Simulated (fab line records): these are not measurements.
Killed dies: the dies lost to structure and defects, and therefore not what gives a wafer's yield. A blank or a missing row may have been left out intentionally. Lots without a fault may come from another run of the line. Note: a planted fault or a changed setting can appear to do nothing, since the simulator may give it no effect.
Which tool was responsible? + flow gf180mcu + 24 lots, 72 wafers sampled, at 6 steps of a route of 602

WHAT EACH GAUGE READ, for each wafer
GF_M1_OVL_MEAS_15. Usual: M1_OVL gives 0 nm (standard deviation 5.5).
| lot  | measured     | on         | M1_OVL (nm) | flag |
|------|--------------|------------|-------------|------|
| L074 | day 16 20:25 | overlay-01 | 9 -1 4      |      |
| L075 | day 16 23:25 | overlay-01 | 4 -4 -4     |      |
| L076 | day 17 13:04 | overlay-01 | 1 -3 -8     |      |
| L077 | day 18 02:22 | overlay-02 | -4 2 1      |      |
| L078 | day 18 10:22 | overlay-01 | -2 -4 -6    |      |
| L079 | day 18 16:37 | overlay-01 | -3 -2 -2    |      |
| L080 | day 19 07:26 | overlay-02 | -8 -2 -3    |      |
| L081 | day 19 14:07 | overlay-02 | 9 3 -1      |      |
| L082 | day 19 20:50 | overlay-01 | -2 3 -6     |      |
| L083 | day 20 05:04 | overlay-01 | 0 5 6       |      |
| L084 | day 20 16:33 | overlay-02 | -4 -2 3     |      |
| L085 | day 20 21:31 | overlay-01 | 5 11 5      |      |
| L086 | day 21 17:14 | overlay-01 | 0 7 -2      |      |
| L087 | day 21 22:59 | overlay-01 | -4 -3 -6    |      |
| L088 | day 22 02:40 | overlay-01 | 7 -4 6      |      |
| L089 | day 22 22:56 | overlay-02 | -3 5 -6     |      |
| L090 | day 23 10:49 | overlay-01 | -4 -2 -4    |      |
| L091 | day 23 15:05 | overlay-02 | 0 -3 2      |      |
| L092 | day 23 21:46 | overlay-02 | 0 5 0       |      |
| L093 | day 24 07:19 | overlay-02 | -8 -1 -3    |      |
| L094 | day 24 14:49 | overlay-02 | -3 -4 7     |      |
| L095 | day 24 21:25 | overlay-02 | 3 10 7      |      |
| L096 | day 25 01:05 | overlay-01 | 12 16 14    |      |
| L097 | day 25 10:49 | overlay-02 | 1 -5 -1     |      |

GF_M3_THK_MEAS_06: measures by xrf. Usual: M3_ALCU_THK gives 445 nm (standard deviation 5).
| lot  | measured     | on           | M3_ALCU_THK (nm) | flag |
|------|--------------|--------------|------------------|------|
| L074 | day 20 01:42 | filmMetro-02 | 443 445 442      |      |
| L075 | day 20 04:21 | filmMetro-02 | 440 442 443      |      |
| L076 | day 20 19:05 | filmMetro-03 | 455 449 447      |      |
| L077 | day 21 06:58 | filmMetro-02 | 443 444 443      |      |
| L078 | day 21 16:59 | filmMetro-03 | 442 443 447      |      |
| L079 | day 21 23:49 | filmMetro-03 | 439 444 442      |      |
| L080 | day 22 13:11 | filmMetro-03 | 438 437 440      |      |
| L081 | day 22 21:22 | filmMetro-02 | 447 446 449      |      |
| L082 | day 23 02:23 | filmMetro-02 | 442 442 442      |      |
| L083 | day 23 11:23 | filmMetro-03 | 438 439 437      |      |
| L084 | day 23 22:34 | filmMetro-01 | 450 450 449      |      |
| L085 | day 24 01:15 | filmMetro-02 | 440 440 436      |      |
| L086 | day 24 20:34 | filmMetro-01 | 438 440 440      |      |
| L087 | day 25 02:10 | filmMetro-03 | 442 443 444      |      |
| L088 | day 25 05:59 | filmMetro-01 | 461 455 460      |      |
| L089 | day 26 01:05 | filmMetro-03 | 454 452 452      |      |
| L090 | day 26 10:56 | filmMetro-03 | 448 449 452      |      |
| L091 | day 26 14:14 | filmMetro-02 | 449 448 453      |      |
| L092 | day 26 20:28 | filmMetro-01 | 446 441 450      |      |
| L093 | day 27 05:35 | filmMetro-03 | 450 452 450      |      |
| L094 | day 27 11:47 | filmMetro-01 | 446 447 443      |      |
| L095 | day 27 19:16 | filmMetro-01 | 444 450 453      |      |
| L096 | day 27 21:42 | filmMetro-02 | 442 444 444      |      |
| L097 | day 28 06:47 | filmMetro-01 | 443 444 443      |      |

GF_M3_OVL_MEAS_15. Usual: M3_OVL gives 0 nm (standard deviation 5.2).
| lot  | measured     | on         | M3_OVL (nm) | flag |
|------|--------------|------------|-------------|------|
| L074 | day 21 01:43 | overlay-01 | 1 5 3       |      |
| L075 | day 21 04:03 | overlay-02 | -6 2 -5     |      |
| L076 | day 21 19:34 | overlay-02 | 5 4 5       |      |
| L077 | day 22 06:46 | overlay-02 | -10 -3 2    |      |
| L078 | day 22 16:50 | overlay-02 | 2 2 6       |      |
| L079 | day 22 23:29 | overlay-01 | 7 3 9       |      |
| L080 | day 23 12:41 | overlay-02 | -5 -5 -1    |      |
| L081 | day 23 20:28 | overlay-02 | -6 0 -8     |      |
| L082 | day 24 01:13 | overlay-02 | -12 -5 -6   |      |
| L083 | day 24 09:20 | overlay-02 | 3 0 -10     |      |
| L084 | day 24 20:54 | overlay-01 | 3 5 6       |      |
| L085 | day 24 23:16 | overlay-01 | -5 -1 2     |      |
| L086 | day 25 18:33 | overlay-01 | 5 1 3       |      |
| L087 | day 26 00:05 | overlay-02 | 0 -3 -3     |      |
| L088 | day 26 03:43 | overlay-01 | 1 1 -9      |      |
| L089 | day 26 21:47 | overlay-02 | 3 -8 -8     |      |
| L090 | day 27 07:06 | overlay-02 | 2 -4 -4     |      |
| L091 | day 27 11:02 | overlay-02 | 2 -4 4      |      |
| L092 | day 27 16:26 | overlay-01 | 4 0 3       |      |
| L093 | day 28 01:46 | overlay-01 | 4 0 8       |      |
| L094 | day 28 07:41 | overlay-02 | -5 -12 -8   |      |
| L095 | day 28 14:31 | overlay-01 | 9 7 4       |      |
| L096 | day 28 17:40 | overlay-01 | 4 -6 5      |      |
| L097 | day 29 04:02 | overlay-01 | -3 0 1      |      |

GF_V3_THK_MEAS_01. Usual: V3_CVD_00_THK gives 599 nm (standard deviation 5.8).
| lot  | measured     | on           | V3_CVD_00_THK (nm) | flag |
|------|--------------|--------------|--------------------|------|
| L074 | day 21 02:28 | filmMetro-01 | 598 600 598        |      |
| L075 | day 21 04:53 | filmMetro-02 | 607 613 610        |      |
| L076 | day 21 20:21 | filmMetro-04 | 607 596 606        |      |
| L077 | day 22 07:32 | filmMetro-02 | 590 591 592        |      |
| L078 | day 22 17:43 | filmMetro-02 | 585 602 592        |      |
| L079 | day 23 00:18 | filmMetro-04 | 588 597 601        |      |
| L080 | day 23 13:26 | filmMetro-02 | 605 606 608        |      |
| L081 | day 23 21:13 | filmMetro-02 | 600 600 601        |      |
| L082 | day 24 01:58 | filmMetro-01 | 603 601 601        |      |
| L083 | day 24 10:13 | filmMetro-04 | 598 602 605        |      |
| L084 | day 24 21:48 | filmMetro-01 | 600 600 607        |      |
| L085 | day 25 00:09 | filmMetro-04 | 606 604 603        |      |
| L086 | day 25 19:23 | filmMetro-04 | 596 592 598        |      |
| L087 | day 26 00:53 | filmMetro-01 | 604 605 603        |      |
| L088 | day 26 04:31 | filmMetro-02 | 592 591 596        |      |
| L089 | day 26 22:32 | filmMetro-02 | 600 593 593        |      |
| L090 | day 27 07:51 | filmMetro-04 | 594 590 600        |      |
| L091 | day 27 11:47 | filmMetro-04 | 600 602 609        |      |
| L092 | day 27 17:11 | filmMetro-02 | 606 603 607        |      |
| L093 | day 28 02:34 | filmMetro-01 | 592 593 603        |      |
| L094 | day 28 08:27 | filmMetro-02 | 597 603 600        |      |
| L095 | day 28 15:17 | filmMetro-01 | 598 610 600        |      |
| L096 | day 28 18:25 | filmMetro-04 | 601 605 601        |      |
| L097 | day 29 04:48 | filmMetro-02 | 595 594 602        |      |

GF_V3_CD_MEAS_14 targets a cd of 260 nm. Usual: 259.9 nm for cdNm, sd 1.2.
| lot  | measured     | on       | cdNm (nm)         | flag |
|------|--------------|----------|-------------------|------|
| L074 | day 22 03:18 | cdSem-02 | 257.3 258.7 257.2 |      |
| L075 | day 22 04:52 | cdSem-01 | 258.5 259.6 259.0 |      |
| L076 | day 22 21:14 | cdSem-02 | 259.5 261.0 258.3 |      |
| L077 | day 23 07:29 | cdSem-01 | 260.2 259.6 261.4 |      |
| L078 | day 23 17:23 | cdSem-01 | 260.3 260.8 260.7 |      |
| L079 | day 23 23:56 | cdSem-02 | 258.6 258.8 259.5 |      |
| L080 | day 24 11:56 | cdSem-01 | 258.2 259.4 259.1 |      |
| L081 | day 24 19:35 | cdSem-02 | 261.2 259.9 259.9 |      |
| L082 | day 25 01:17 | cdSem-01 | 262.2 262.4 261.0 |      |
| L083 | day 25 07:50 | cdSem-01 | 259.0 261.0 260.7 |      |
| L084 | day 25 19:51 | cdSem-01 | 260.2 259.7 259.6 |      |
| L085 | day 25 23:06 | cdSem-01 | 259.8 260.3 259.7 |      |
| L086 | day 26 17:19 | cdSem-01 | 260.5 258.6 260.0 |      |
| L087 | day 26 22:01 | cdSem-01 | 260.9 261.1 260.1 |      |
| L088 | day 27 01:30 | cdSem-01 | 259.9 260.6 260.4 |      |
| L089 | day 27 19:14 | cdSem-02 | 260.0 260.1 260.8 |      |
| L090 | day 28 04:04 | cdSem-02 | 259.6 260.8 259.4 |      |
| L091 | day 28 08:10 | cdSem-01 | 258.3 260.5 259.4 |      |
| L092 | day 28 14:02 | cdSem-01 | 260.7 259.7 260.3 |      |
| L093 | day 28 22:37 | cdSem-02 | 261.4 261.1 260.0 |      |
| L094 | day 29 04:12 | cdSem-02 | 262.6 261.7 260.1 |      |
| L095 | day 29 10:14 | cdSem-02 | 261.7 261.2 260.6 |      |
| L096 | day 29 12:35 | cdSem-01 | 259.8 259.9 260.1 |      |
| L097 | day 29 23:27 | cdSem-01 | 257.2 257.1 257.1 |      |

TOOL THAT RAN EACH LOT (tool first, then ch and the chambers of the sampled wafers, then the start)
| lot  | GF_M2_SPUTTER_04            |
|------|-----------------------------|
| L074 | pvdSputter-01, day 17 22:28 |
| L075 | pvdSputter-04, day 18 01:20 |
| L076 | pvdSputter-01, day 18 15:31 |
| L077 | pvdSputter-03, day 19 04:13 |
| L078 | pvdSputter-01, day 19 13:29 |
| L079 | pvdSputter-03, day 19 20:41 |
| L080 | pvdSputter-03, day 20 10:58 |
| L081 | pvdSputter-01, day 20 18:03 |
| L082 | pvdSputter-04, day 21 00:11 |
| L083 | pvdSputter-03, day 21 08:58 |
| L084 | pvdSputter-03, day 21 19:32 |
| L085 | pvdSputter-01, day 21 23:58 |
| L086 | pvdSputter-04, day 22 20:05 |
| L087 | pvdSputter-03, day 23 01:26 |
| L088 | pvdSputter-01, day 23 05:11 |
| L089 | pvdSputter-01, day 24 01:11 |
| L090 | pvdSputter-01, day 24 12:38 |
| L091 | pvdSputter-04, day 24 16:32 |
| L092 | pvdSputter-03, day 24 22:52 |
| L093 | pvdSputter-01, day 25 08:16 |
| L094 | pvdSputter-01, day 25 15:17 |
| L095 | pvdSputter-04, day 25 22:31 |
| L096 | pvdSputter-04, day 26 01:57 |
| L097 | pvdSputter-01, day 26 11:18 |
- GF_M2_SPUTTER_04: material TiN, target thk 50 nm, time 41.7 s.

AS READ BY THE TOOLS THEMSELVES (means over the sampled wafers that have a number; for cases with no such wafer, the mark the record gives instead)
GF_M2_SPUTTER_04. Usual: 30.5 % for throttleValvePct, sd 1.3.
| lot  | tool          | throttleValvePct (%) | flag |
|------|---------------|----------------------|------|
| L074 | pvdSputter-01 | 31.0                 |      |
| L075 | pvdSputter-04 | 29.7                 |      |
| L076 | pvdSputter-01 | 30.6                 |      |
| L077 | pvdSputter-03 | 29.3                 |      |
| L078 | pvdSputter-01 | 31.6                 |      |
| L079 | pvdSputter-03 | 29.8                 |      |
| L080 | pvdSputter-03 | 30.3                 |      |
| L081 | pvdSputter-01 | 31.5                 |      |
| L082 | pvdSputter-04 | 30.0                 |      |
| L083 | pvdSputter-03 | 30.0                 |      |
| L084 | pvdSputter-03 | 31.6                 |      |
| L085 | pvdSputter-01 | 32.4                 |      |
| L086 | pvdSputter-04 | 29.1                 |      |
| L087 | pvdSputter-03 | 30.9                 |      |
| L088 | pvdSputter-01 | 30.8                 |      |
| L089 | pvdSputter-01 | 30.5                 |      |
| L090 | pvdSputter-01 | 31.2                 |      |
| L091 | pvdSputter-04 | 29.5                 |      |
| L092 | pvdSputter-03 | 29.9                 |      |
| L093 | pvdSputter-01 | 31.5                 |      |
| L094 | pvdSputter-01 | 31.0                 |      |
| L095 | pvdSputter-04 | 30.1                 |      |
| L096 | pvdSputter-04 | 29.6                 |      |
| L097 | pvdSputter-01 | 31.3                 |      |

THE ANSWER, worked out from the rows above alone
Rule: a lot counts as off when the mean over its wafers that have a number is more than 3 standard deviations away from the usual mean. A lot without any number at a reading at which 4 lots or more have one is off too. Any other lot the step has rows for is counted as sound. Order of review: gauges by route order, followed by the tools' own readings, for which a lot's mean as printed above is used. The first step at which some lot is off is used, and at that step the reading that is off furthest; a lot without a number counts as furthest.
No lot is off at any reading shown: from this, nothing can be told.

WHAT THE SIMULATOR PUT IN
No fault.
